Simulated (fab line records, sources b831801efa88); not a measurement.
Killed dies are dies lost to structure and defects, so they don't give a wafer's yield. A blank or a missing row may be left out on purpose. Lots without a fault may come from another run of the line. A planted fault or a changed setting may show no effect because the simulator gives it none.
Which tool did it? | flow gf180mcu | 12 lots, 36 wafers sampled, at 3 steps of a route of 602

WHAT THE GAUGES READ, wafer by wafer
GF_POLY_GATE_CD_MEAS_18. Usual: cd_nm 280.7 nm, standard deviation 1.8.
lot  | measured     | on        | cd_nm (nm)        | flag
L336 | day 9 05:45  | cd_sem-02 | 281.9 284.2 284.2 |
L337 | day 9 20:27  | cd_sem-02 | 282.4 281.5 279.9 |
L338 | day 9 20:29  | cd_sem-01 | 283.0 282.6 282.7 |
L339 | day 10 00:08 | cd_sem-02 | 281.1 281.6 280.0 |
L340 | day 10 19:05 | cd_sem-02 | 280.3 281.9 279.2 |
L341 | day 10 17:50 | cd_sem-01 | 281.2 282.6 280.6 |
L342 | day 11 09:20 | cd_sem-01 | 279.6 280.3 281.0 |
L343 | day 11 09:23 | cd_sem-02 | 276.4 275.9 278.9 |
L350 | day 13 17:52 | cd_sem-02 | 282.0 278.9 281.5 |
L351 | day 13 17:52 | cd_sem-01 | 280.6 280.4 281.1 |
L356 | day 15 14:32 | cd_sem-02 | 278.2 277.0 278.4 |
L358 | day 16 01:03 | cd_sem-02 | 279.3 279.2 281.2 |

WHICH TOOL RAN EACH LOT (tool, then ch and the chambers of the sampled wafers, then the start)
lot  | GF_VT_IMPLANT_RTA_45             | GF_DUAL_GATE_OXIDATION_15
L336 | rtp_anneal-01 ch 0, day 7 09:16  | furnace-02 ch 0, day 8 06:10
L337 | rtp_anneal-02 ch 0, day 7 23:48  | furnace-02 ch 0, day 8 19:02
L338 | rtp_anneal-01 ch 0, day 8 00:18  | furnace-01 ch 0, day 8 20:32
L339 | rtp_anneal-01 ch 0, day 8 05:54  | furnace-02 ch 0, day 9 01:29
L340 | rtp_anneal-01 ch 0, day 8 20:39  | furnace-01 ch 0, day 9 19:47
L341 | rtp_anneal-02 ch 0, day 8 20:43  | furnace-01 ch 0, day 9 19:47
L342 | rtp_anneal-01 ch 0, day 9 12:06  | furnace-02 ch 0, day 10 10:13
L343 | rtp_anneal-02 ch 0, day 9 12:10  | furnace-02 ch 0, day 10 10:13
L350 | rtp_anneal-01 ch 0, day 11 16:18 | furnace-01 ch 0, day 12 14:50
L351 | rtp_anneal-02 ch 0, day 11 18:25 | furnace-01 ch 0, day 12 16:23
L356 | rtp_anneal-01 ch 0, day 13 11:49 | furnace-02 ch 0, day 14 12:44
L358 | rtp_anneal-01 ch 0, day 13 21:29 | furnace-02 ch 0, day 14 22:34
- GF_VT_IMPLANT_RTA_45: time 30 s.
- GF_DUAL_GATE_OXIDATION_15: stabilise 600 s, purge 300 s, target thk 7.098 nm.

WHAT THE TOOLS THEMSELVES READ (means of the sampled wafers that have a number; where no wafer has one, the mark that the record gives instead)
GF_VT_IMPLANT_RTA_45. Usual: lamp_power_pct 34.8 %, standard deviation 1.3; wafer_temp_C_max 1056.6, standard deviation 1.1.
lot  | tool          | lamp_power_pct (%) | wafer_temp_C_max | flag
L336 | rtp_anneal-01 | 33.7               | 1058.1           |
L337 | rtp_anneal-02 | 36.3               | 1056.5           |
L338 | rtp_anneal-01 | 33.7               | 1057.3           |
L339 | rtp_anneal-01 | 33.7               | 1055.4           |
L340 | rtp_anneal-01 | 33.7               | 1056.6           |
L341 | rtp_anneal-02 | 36.3               | 1057.1           |
L342 | rtp_anneal-01 | 33.7               | 1056.7           |
L343 | rtp_anneal-02 | 36.3               | 1056.5           |
L350 | rtp_anneal-01 | 33.7               | 1056.1           |
L351 | rtp_anneal-02 | 36.3               | 1057.2           |
L356 | rtp_anneal-01 | 33.7               | 1057.2           |
L358 | rtp_anneal-01 | 33.7               | 1056.0           |

GF_DUAL_GATE_OXIDATION_15. Usual: spike_tc_centre_C 850.7 C, standard deviation 0.99; spike_tc_lower_C 851.2 C, standard deviation 1; spike_tc_upper_C 850.4 C, standard deviation 0.93; tube_center_temp_C 850 C, standard deviation 0.082; tube_center_temp_C_max 852.2, standard deviation 0.34.
lot  | tool       | spike_tc_centre_C (C) | spike_tc_lower_C (C) | spike_tc_upper_C (C) | tube_center_temp_C (C) | tube_center_temp_C_max | flag
L336 | furnace-02 | 850.7                 | 850.7                | 849.9                | 850                    | 852.3                  |
L337 | furnace-02 | 851.4                 | 851.6                | 851.0                | 850                    | 852.3                  |
L338 | furnace-01 | 851.2                 | 851.3                | 850.2                | 850                    | 852.2                  |
L339 | furnace-02 | 850.0                 | 850.5                | 850.3                | 850                    | 852.4                  |
L340 | furnace-01 | 850.4                 | 851.3                | 850.2                | 850                    | 852.0                  |
L341 | furnace-01 | 850.9                 | 852.0                | 851.0                | 850                    | 852.4                  |
L342 | furnace-02 | 849.9                 | 851.3                | 850.7                | 850                    | 852.3                  |
L343 | furnace-02 | 850.7                 | 849.9                | 850.8                | 850                    | 852.4                  |
L350 | furnace-01 | 847.6                 | 848.8                | 848.0                | 847                    | 849.0                  | OFF
L351 | furnace-01 | 847.0                 | 848.0                | 846.7                | 847                    | 849.3                  | OFF
L356 | furnace-02 | 850.1                 | 850.4                | 850.6                | 850                    | 852.2                  |
L358 | furnace-02 | 850.3                 | 850.7                | 850.5                | 850                    | 851.8                  |

THE ANSWER, worked out from the rows above alone
Rule: a lot is off if the mean of its wafers that have a number lies more than 3 standard deviations from the usual mean. A lot without any number at a reading at which 4 lots or more have one is off too. The other lots that the step has rows for count as sound. The gauges are gone through in route order, then the tools' own readings, and for those a lot's mean is taken as printed above. The first step at which some lot is off is used, and at that step the reading that is off furthest; a lot without a number counts as furthest.
Off: L350, L351, at GF_DUAL_GATE_OXIDATION_15 (tube_center_temp_C).
A tool fits if, at that step or a process step before it, it ran every lot that is off, and no sound lot after the first of them. One fits: furnace-01 at GF_DUAL_GATE_OXIDATION_15. Its last sound lot is L340 (day 9 19:47), its first lot that is off L350 (day 12 14:50): a fault that began between those two fits.
The tool's own readings at GF_DUAL_GATE_OXIDATION_15 bear it out: on the lots that are off they differ by more than 5 times the standard deviation of the sound lots' means. spike_tc_centre_C reads 847.3 C there against 850.6 C on the sound lots; spike_tc_upper_C reads 847.4 C there against 850.5 C on the sound lots; tube_center_temp_C reads 847 C there against 850 C on the sound lots; tube_center_temp_C_max reads 849.1 there against 852.2 on the sound lots.

WHAT THE SIMULATOR HAD PUT IN
Process parameter drift: furnace-01, from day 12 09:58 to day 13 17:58, at GF_DUAL_GATE_OXIDATION_15. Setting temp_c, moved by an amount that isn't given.
Lots struck among those shown: L350, L351. The rule above found the same.
